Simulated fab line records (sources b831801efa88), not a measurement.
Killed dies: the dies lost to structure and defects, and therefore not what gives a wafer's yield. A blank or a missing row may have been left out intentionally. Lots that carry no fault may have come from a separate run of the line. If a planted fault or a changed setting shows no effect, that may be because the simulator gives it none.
What tool caused it? -- flow sky130 -- 13 lots with 39 wafers sampled at 4 steps, on a route of 708 steps

WHAT EACH GAUGE READ, for each wafer
SKY_METAL4_OVL_MEAS_14. Usual: for METAL4_OVL the level is -4 nm and the standard deviation is 4.1.
lot,measured,on,METAL4_OVL (nm),flag
L580,day 42 05:15,overlay-02,-8 0 -3,
L581,day 43 07:45,overlay-02,-6 -7 -6,
L582,day 43 07:50,overlay-01,0 2 -3,
L585,day 43 11:48,overlay-01,-2 -4 -5,
L586,day 43 17:33,overlay-02,-11 -4 -6,
L584,day 43 22:09,overlay-02,-2 -7 -11,
L588,day 44 04:57,overlay-02,-10 -4 -11,
L589,day 44 20:29,overlay-02,3 0 -8,
L590,day 44 23:27,overlay-02,-4 -8 -6,
L593,day 45 09:21,overlay-02,-5 -4 -2,
L594,day 46 04:54,overlay-01,3 0 -5,
L598,day 46 22:04,overlay-01,-8 3 -3,
L600,day 47 04:56,overlay-02,-4 1 0,

SKY_VIA4_BOW_MEAS_03. Usual: for VIA4_BOW the level is 81 um and the standard deviation is 8.3.
lot,measured,on,VIA4_BOW (um),flag
L580,day 42 06:58,film metro-03,84 99 90,
L581,day 43 09:20,film metro-03,86 94 92,
L582,day 43 09:27,film metro-01,94 87 83,
L585,day 43 13:20,film metro-03,77 87 99,
L586,day 43 19:05,film metro-02,80 79 72,
L584,day 43 23:40,film metro-02,72 81 80,
L588,day 44 06:29,film metro-01,74 76 85,
L589,day 44 22:02,film metro-01,77 87 84,
L590,day 45 00:57,film metro-01,81 76 83,
L593,day 45 10:52,film metro-02,75 65 73,
L594,day 46 10:18,film metro-01,72 79 83,
L598,day 46 23:45,film metro-01,74 72 74,
L600,day 47 06:26,film metro-01,92 100 95,

WHICH TOOL RAN EACH LOT (tool, then ch and the chambers of the sampled wafers, then the start)
lot,SKY_METAL3_SPUTTER_03,SKY_METAL4_ETCH_16
L580,"pvd sputter-01, day 36 21:20","rie metal-01 ch 0,1, day 42 05:19"
L581,"pvd sputter-01, day 37 16:28","rie metal-02 ch 0,1, day 43 07:49"
L582,"pvd sputter-01, day 37 20:58","rie metal-03 ch 0,1, day 43 07:55"
L585,"pvd sputter-03, day 38 08:26","rie metal-03 ch 0,1, day 43 11:52"
L586,"pvd sputter-02, day 38 12:55","rie metal-01 ch 0,1, day 43 17:37"
L584,"pvd sputter-03, day 38 15:56","rie metal-01 ch 0,1, day 43 22:13"
L588,"pvd sputter-01, day 39 00:56","rie metal-01 ch 0,1, day 44 05:01"
L589,"pvd sputter-03, day 39 16:27","rie metal-03 ch 0, day 44 20:34"
L590,"pvd sputter-03, day 39 20:41","rie metal-01 ch 0,1, day 44 23:31"
L593,"pvd sputter-01, day 40 07:50","rie metal-03 ch 1, day 45 09:25"
L594,"pvd sputter-01, day 41 03:35","rie metal-01 ch 0,1, day 46 04:58"
L598,"pvd sputter-02, day 42 04:08","rie metal-02 ch 0,1, day 46 22:07"
L600,"pvd sputter-02, day 42 12:04","rie metal-02 ch 0,1, day 47 05:01"
- SKY_METAL3_SPUTTER_03: material Ti, target thk 5 nm, time 3.3 s.
- SKY_METAL4_ETCH_16: etches BARC in N2/H2, stops on SiO2, time 88.2 s, target depth 60 nm.

WHAT THE TOOLS THEMSELVES READ (means of the sampled wafers that have a number; where no wafer has one, the mark that the record gives instead)
SKY_METAL3_SPUTTER_03. Usual: throttle valve pct 29.7 %, standard deviation 1.1.
lot,tool,throttle valve pct (%),flag
L580,pvd sputter-01,29.2,
L581,pvd sputter-01,31.1,
L582,pvd sputter-01,31.1,
L585,pvd sputter-03,28.4,
L586,pvd sputter-02,29.9,
L584,pvd sputter-03,29.2,
L588,pvd sputter-01,29.7,
L589,pvd sputter-03,29.8,
L590,pvd sputter-03,28.5,
L593,pvd sputter-01,29.8,
L594,pvd sputter-01,30.0,
L598,pvd sputter-02,30.4,
L600,pvd sputter-02,29.9,

SKY_METAL4_ETCH_16. Usual: drypump motor current A 5.6 A, standard deviation 0.49; he backside leak sccm 3.34 sccm, standard deviation 0.19; oes product au 0.627 a.u., standard deviation 0.0048; throttle valve pct 13.205 %, standard deviation 0.0086.
lot,tool,drypump motor current A (A),he backside leak sccm (sccm),oes product au (a.u.),throttle valve pct (%),flag
L580,rie metal-01,5.9,3.31,0.630,13.202,
L581,rie metal-02,5.9,3.51,0.626,13.205,
L582,rie metal-03,5.1,3.21,0.629,13.210,
L585,rie metal-03,5.3,3.21,0.630,13.200,
L586,rie metal-01,6.1,3.29,0.629,13.204,
L584,rie metal-01,6.1,3.15,0.626,13.198,
L588,rie metal-01,6.1,3.38,0.623,13.210,
L589,rie metal-03,5.6,3.12,0.622,13.199,
L590,rie metal-01,6.1,3.41,0.624,13.208,
L593,rie metal-03,4.9,3.40,0.624,13.208,
L594,rie metal-01,6.1,3.32,0.629,13.203,
L598,rie metal-02,5.7,3.51,0.626,13.204,
L600,rie metal-02,5.7,3.45,0.629,13.190,

THE ANSWER, worked out from the rows above alone
Rule: a lot is off if the mean of its wafers that have a number lies more than 3 standard deviations from the usual mean. Also off: a lot with no number at a reading for which 4 or more lots have one. All remaining lots with rows at the step are treated as sound. First the gauges in route order, then the tools' own readings, where a lot's mean is used as printed above. At the first step where some lot is off, the reading lying furthest off is the one used; lots without a number count as furthest.
Across all readings shown, no lot is off: no conclusion can be drawn from this.

WHAT THE SIMULATOR HAD INSERTED
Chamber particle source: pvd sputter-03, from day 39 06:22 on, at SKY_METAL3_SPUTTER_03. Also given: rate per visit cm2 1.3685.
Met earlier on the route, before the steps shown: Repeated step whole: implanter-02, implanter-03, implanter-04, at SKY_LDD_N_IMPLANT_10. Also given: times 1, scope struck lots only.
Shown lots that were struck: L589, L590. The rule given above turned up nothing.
